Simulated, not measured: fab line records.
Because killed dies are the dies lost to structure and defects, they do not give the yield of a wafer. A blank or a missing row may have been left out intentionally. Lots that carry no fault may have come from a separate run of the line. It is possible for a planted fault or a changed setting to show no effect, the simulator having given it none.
Which of the tools did it? / flow sky130 / 21 wafers sampled from 7 lots at 1 step of a route of 708

## WHAT EACH GAUGE READ, for each wafer
SKY_VIA3_THK_MEAS_23: measures by xrf.
lot=L337; measured=day 41 01:23; on=film-metro-04; VIA3_W_THK (nm)=392 388 395
lot=L340; measured=day 41 06:34; on=film-metro-04; VIA3_W_THK (nm)=386 392 390
lot=L342; measured=day 41 22:37; on=film-metro-03; VIA3_W_THK (nm)=389 388 389
lot=L345; measured=day 42 10:19; on=film-metro-01; VIA3_W_THK (nm)=407 390 406
lot=L346; measured=day 42 19:10; on=film-metro-04; VIA3_W_THK (nm)=397 397 394
lot=L356; measured=day 45 08:26; on=film-metro-01; VIA3_W_THK (nm)=396 395 392
lot=L359; measured=day 46 07:37; on=film-metro-03; VIA3_W_THK (nm)=394 395 392

## TOOL THAT RAN EACH LOT (tool first, then ch and the chambers of the sampled wafers, then the start)
The record shows no process step preceding these readings.

## THE ANSWER, worked out from the rows above alone
Rule: usual is defined by the lots themselves. The widest of any qualifying gaps counts: lots, ordered by their means at a reading, are off when they make up no more than a third of the lots, leave a main group of 4 or more, and stand apart from it by 3 or more times the standard deviation of that group's means. Not used: any main group whose means are identical at the precision the tables above print for the reading. A lot without any number at a reading at which 4 lots or more have one is off too. Where the step has rows for the other lots, those lots are counted as sound.
No lot is off on any of the readings shown, so nothing can be concluded from this.

## WHAT WAS PUT IN BY THE SIMULATOR
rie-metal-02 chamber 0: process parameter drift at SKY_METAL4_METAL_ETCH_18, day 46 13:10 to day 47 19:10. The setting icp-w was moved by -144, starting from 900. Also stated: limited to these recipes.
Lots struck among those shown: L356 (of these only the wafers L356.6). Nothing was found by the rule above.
